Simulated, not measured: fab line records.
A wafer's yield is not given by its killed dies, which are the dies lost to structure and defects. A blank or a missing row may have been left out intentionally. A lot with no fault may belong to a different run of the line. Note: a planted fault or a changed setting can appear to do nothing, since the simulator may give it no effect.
Matching of chambers | flow gf180mcu | GF_V1_CVD_02 on pecvd-04 has 3 sister chambers
The step deposits SiO2 from TEOS, target thk 850 nm, time 94.851 s. 3 wafers are shown with their chamber, then 7 later ones without.

## EACH WAFER AND ITS CHAMBER
wafer  | chamber | rf_fwd_power_W (W)
L619.6 | 0       | 592.7
L626.1 | 1       | 598.8
L626.2 | 2       | 596.5

## WAFERS WITH NO CHAMBER GIVEN
wafer  | rf_fwd_power_W (W)
L626.4 | 597.8
L627.2 | 598.0
L627.4 | 598.0
L627.6 | 593.0
L630.2 | 597.1
L630.3 | 598.3
L630.5 | 595.5

## EACH ONE'S CHAMBER
wafer  | from the rows above     | in truth
L626.4 | can't be placed: 1 or 2 | 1
L627.2 | can't be placed: 1 or 2 | 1
L627.4 | can't be placed: 1 or 2 | 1
L627.6 | 0                       | 0
L630.2 | can't be placed: 2 or 1 | 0
L630.3 | can't be placed: 1 or 2 | 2
L630.5 | 2                       | 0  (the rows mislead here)
Placed correctly: 1 of 7. Cannot be placed on the basis of these rows: 5; the candidates contain the true chamber in 4. Wrongly placed: 1.
How it was worked out, from the rows above alone: a wafer's distance from a chamber is the root of the sum, over the readings, of the square of ((its reading less the chamber's mean) divided by the reading's scatter). If the next closest chamber is less than 2 further off than the closest, the wafer can't be placed; otherwise it belongs to the closest. Each chamber's mean is taken over the wafers shown for it. The scatter: root of mean squared gap, hidden wafer to nearest shown wafer, with one shown wafer a chamber.
